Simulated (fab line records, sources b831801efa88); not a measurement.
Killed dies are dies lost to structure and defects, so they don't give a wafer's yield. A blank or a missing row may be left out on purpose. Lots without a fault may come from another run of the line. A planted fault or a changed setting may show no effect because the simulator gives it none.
Problem report in the 8D (eight disciplines) form, filled by code | flow sky130 | the parts of the form that need people (team, actions taken, sign-off) are left out

1. THE PROBLEM
beam_energy_keV at SKY_LDD_N_IMPLANT_08 reads a mean of 17.994 on 6 wafers of 2 lots; wafers without a fault read 20.001 with a standard deviation of 0.0065. That is -99 or more standard deviations from the usual mean.
First seen on wafer L372.1, day 23 07:40, on implanter-02. The record holds 42 wafers of 14 lots with a number at this step. Rule for "out", or "out of limits": more than 4 standard deviations from the usual mean. The other wafers with a number count as sound.

2. WHAT IT IS AND WHAT IT IS NOT
question                    | is                     | is not
which readings at this step | beam_energy_keV        | -
which lots                  | L372, L373             | L357, L359, L360, L362, L363, L364, L365, L366, L374, L376, L377, L380
which wafers of those lots  | all that have a number | -
read on which tools         | implanter-02           | implanter-01, implanter-03
when                        | from day 23 07:40      | up to then (24 sound wafers); but 12 sound wafers of L374, L376, L377, L380 came after

3. SUSPECTS, AND WHAT RULES EACH OUT
Counting: a tool at a process step up to the reading stays a suspect if it ran every lot that is out and no sound lot after the first of them.
- implanter-02 at SKY_LDD_N_IMPLANT_08: kept. It ran every lot that is out, first L372 (day 23 07:40), and no sound lot after that; its last sound lot up to then is L366 (day 21 14:49). Its own readings are out on those wafers: beam_energy_keV.
Left after counting: implanter-02 at SKY_LDD_N_IMPLANT_08.

4. THE CAUSE (what the simulator had put in)
Process parameter drift: implanter-02, from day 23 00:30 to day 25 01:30, at SKY_LDD_N_IMPLANT_08. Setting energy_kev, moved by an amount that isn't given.
Counting left only this tool.

5. THE CHAIN OF EFFECTS, in route order
Each row: a reading whose mean over the struck wafers that have a number lies more than 3 standard deviations from the usual. Only readings for which the record gives a usual standard deviation are gone through. hours: the time from each lot's start at the first step in this table that gives one to its start at this step, as a median over the lots. sigmas: the change in usual standard deviations.
hours | step                 | reading         | usual  | on struck wafers | change | sigmas
0     | SKY_LDD_N_IMPLANT_08 | beam_energy_keV | 20.001 | 17.994           | -2.007 | -99 or more
The process steps in it:
- SKY_LDD_N_IMPLANT_08
Later measuring or inspecting steps at which every struck wafer that the step has a row for has a number for every such reading, and none has moved that far: SKY_LDD_LDN_TW_MEAS_13.

6. WHAT WOULD HAVE CAUGHT IT SOONER
In this record the first reading out of limits was taken at day 23 07:40, 7 hours after the fault began at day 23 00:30.
